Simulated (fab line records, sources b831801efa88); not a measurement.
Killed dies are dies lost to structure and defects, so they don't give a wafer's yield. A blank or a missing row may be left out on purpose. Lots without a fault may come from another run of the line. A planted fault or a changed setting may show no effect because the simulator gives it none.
Which tool did it? | flow sky130 | 14 lots, 42 wafers sampled, at 5 steps of a route of 708

WHAT THE GAUGES READ, wafer by wafer
SKY_NWELL_OVL_MEAS_10.
lot  | measured     | on         | NWELL_00_OVL (nm)
L126 | day 4 12:53  | overlay-02 | -1.0 -1.2 -0.5
L127 | day 4 17:54  | overlay-02 | -2.8 -1.8 -2.5
L128 | day 5 00:01  | overlay-02 | -2.0 -0.5 0.3
L129 | day 5 04:29  | overlay-01 | -3.3 -2.0 -4.3
L132 | day 5 23:23  | overlay-01 | -1.1 -0.3 -1.0
L133 | day 6 07:03  | overlay-02 | -1.2 -0.9 0.8
L141 | day 8 17:23  | overlay-01 | -1.4 -0.3 -0.9
L142 | day 9 07:35  | overlay-02 | -1.9 -1.5 0.3
L143 | day 9 07:35  | overlay-01 | -2.0 -3.6 -1.3
L144 | day 9 16:39  | overlay-01 | -5.5 -4.2 -4.2
L145 | day 9 16:56  | overlay-02 | -1.1 -0.8 -1.9
L147 | day 10 03:20 | overlay-02 | -3.6 -3.4 -1.7
L149 | day 10 19:02 | overlay-01 | -1.9 -1.1 -1.9
L148 | day 10 20:12 | overlay-02 | -1.7 -2.0 -1.6

SKY_VT_ADJUST_NCORE_TW_MEAS_11.
lot  | measured     | on            | VT_ADJUST_NCORE_TW
L126 | day 8 06:45  | film_metro-04 | 219.8 218.8 219.0
L127 | day 8 12:36  | film_metro-04 | 219.6 218.1 218.7
L128 | day 8 18:40  | film_metro-04 | 216.6 219.4 219.0
L129 | day 9 01:23  | film_metro-02 | 218.5 218.1 218.1
L132 | day 9 23:56  | film_metro-04 | 216.5 217.1 216.7
L133 | day 10 11:03 | film_metro-03 | 219.0 219.6 219.4
L141 | day 13 14:15 | film_metro-02 | 218.9 217.1 217.1
L142 | day 14 08:23 | film_metro-03 | 216.8 218.6 216.8
L143 | day 14 08:35 | film_metro-04 | 219.0 220.2 219.0
L144 | day 14 19:48 | film_metro-03 | 216.4 216.0 216.6
L145 | day 14 21:29 | film_metro-02 | 217.4 217.5 217.6
L147 | day 15 08:47 | film_metro-02 | 216.8 217.6 217.7
L149 | day 16 04:50 | film_metro-02 | 219.7 219.4 218.9
L148 | day 16 06:58 | film_metro-03 | 216.5 217.6 217.0

SKY_SONOS_ONO_THK_MEAS_03.
lot  | measured     | on            | SONOS_ONO_CVD_02_THK (nm)
L126 | day 11 06:07 | film_metro-04 | 10.60 10.39 10.53
L127 | day 11 12:06 | film_metro-03 | 10.34 10.49 10.51
L128 | day 11 18:10 | film_metro-03 | 10.58 10.40 10.53
L129 | day 12 00:55 | film_metro-03 | 10.29 10.31 10.28
L132 | day 13 03:43 | film_metro-04 | 11.90 11.72 11.66
L133 | day 13 16:33 | film_metro-04 | 12.05 11.96 12.08
L141 | day 17 04:10 | film_metro-04 | 10.43 10.47 10.41
L142 | day 18 08:20 | film_metro-03 | 10.70 10.78 10.74
L143 | day 18 08:20 | film_metro-02 | 10.49 10.53 10.53
L144 | day 18 17:02 | film_metro-02 | 10.93 10.85 10.87
L145 | day 18 21:04 | film_metro-04 | 10.65 10.50 10.54
L147 | day 19 04:19 | film_metro-04 | 10.52 10.59 10.67
L149 | day 20 01:05 | film_metro-02 | 10.57 10.54 10.54
L148 | day 20 03:51 | film_metro-02 | 10.60 10.49 10.52

SKY_SONOS_ONO_THK_MEAS_05.
lot  | measured     | on            | SONOS_ONO_CVD_04_THK (nm)
L126 | day 11 07:26 | film_metro-04 | 5.69 5.61 5.67
L127 | day 11 13:25 | film_metro-02 | 5.75 5.78 5.74
L128 | day 11 19:28 | film_metro-04 | 5.64 5.58 5.62
L129 | day 12 02:13 | film_metro-04 | 5.71 5.63 5.66
L132 | day 13 05:01 | film_metro-02 | 5.64 5.77 5.54
L133 | day 13 17:52 | film_metro-03 | 6.04 5.86 5.93
L141 | day 17 06:05 | film_metro-04 | 5.73 5.66 5.65
L142 | day 18 09:39 | film_metro-04 | 5.64 5.56 5.62
L143 | day 18 09:39 | film_metro-02 | 5.60 5.69 5.56
L144 | day 18 18:20 | film_metro-03 | 5.69 5.80 5.69
L145 | day 18 22:22 | film_metro-04 | 5.64 5.70 5.80
L147 | day 19 05:38 | film_metro-04 | 5.66 5.61 5.77
L149 | day 20 02:24 | film_metro-03 | 5.59 5.47 5.58
L148 | day 20 05:10 | film_metro-03 | 5.71 5.51 5.50

WHICH TOOL RAN EACH LOT (tool, then ch and the chambers of the sampled wafers, then the start)
lot  | SKY_SONOS_ONO_CVD_02
L126 | lpcvd-02 ch 0, day 11 05:04
L127 | lpcvd-02 ch 1, day 11 11:02
L128 | lpcvd-02 ch 1, day 11 17:05
L129 | lpcvd-02 ch 1, day 11 23:52
L132 | lpcvd-02 ch 1, day 13 02:40
L133 | lpcvd-02 ch 1, day 13 15:29
L141 | lpcvd-02 ch 1, day 17 03:06
L142 | lpcvd-02 ch 1, day 18 06:46
L143 | lpcvd-02 ch 1, day 18 06:46
L144 | lpcvd-02 ch 0, day 18 15:58
L145 | lpcvd-02 ch 0, day 18 20:01
L147 | lpcvd-02 ch 1, day 19 03:16
L149 | lpcvd-02 ch 1, day 20 00:02
L148 | lpcvd-02 ch 0, day 20 02:47
- SKY_SONOS_ONO_CVD_02: deposits Si3N4 from DCS/NH3, target thk 10.5 nm, time 180 s.

WHAT THE TOOLS THEMSELVES READ (means of the sampled wafers that have a number; where no wafer has one, the mark that the record gives instead)
The record holds no such reading with a usual standard deviation.

THE ANSWER, worked out from the rows above alone
Rule: what is usual is taken from the lots themselves. Put in order of their means at a reading, lots are off if they are a third of the lots or fewer, leave a main group of 4 or more, and stand apart from it by a gap of 3 or more times the standard deviation of the main group's means; of several such gaps the widest counts. A main group whose means are all the same, to the digits that the tables above print for the reading, isn't used. A lot without any number at a reading at which 4 lots or more have one is off too. The other lots that the step has rows for count as sound. The gauges are gone through in route order, then the tools' own readings, and for those a lot's mean is taken as printed above. The first step at which some lot is off is used, and at that step the reading that is off furthest; a lot without a number counts as furthest.
Off: L132, L133, at SKY_SONOS_ONO_THK_MEAS_03 (SONOS_ONO_CVD_02_THK). The main group: mean 10.55 nm, standard deviation 0.14.
A tool fits if, at a process step before that reading, it ran every lot that is off, and no sound lot after the first of them. The gauges at SKY_SONOS_ONO_THK_MEAS_03 are tried like those tools. None of those tried fits.

WHAT THE SIMULATOR HAD PUT IN
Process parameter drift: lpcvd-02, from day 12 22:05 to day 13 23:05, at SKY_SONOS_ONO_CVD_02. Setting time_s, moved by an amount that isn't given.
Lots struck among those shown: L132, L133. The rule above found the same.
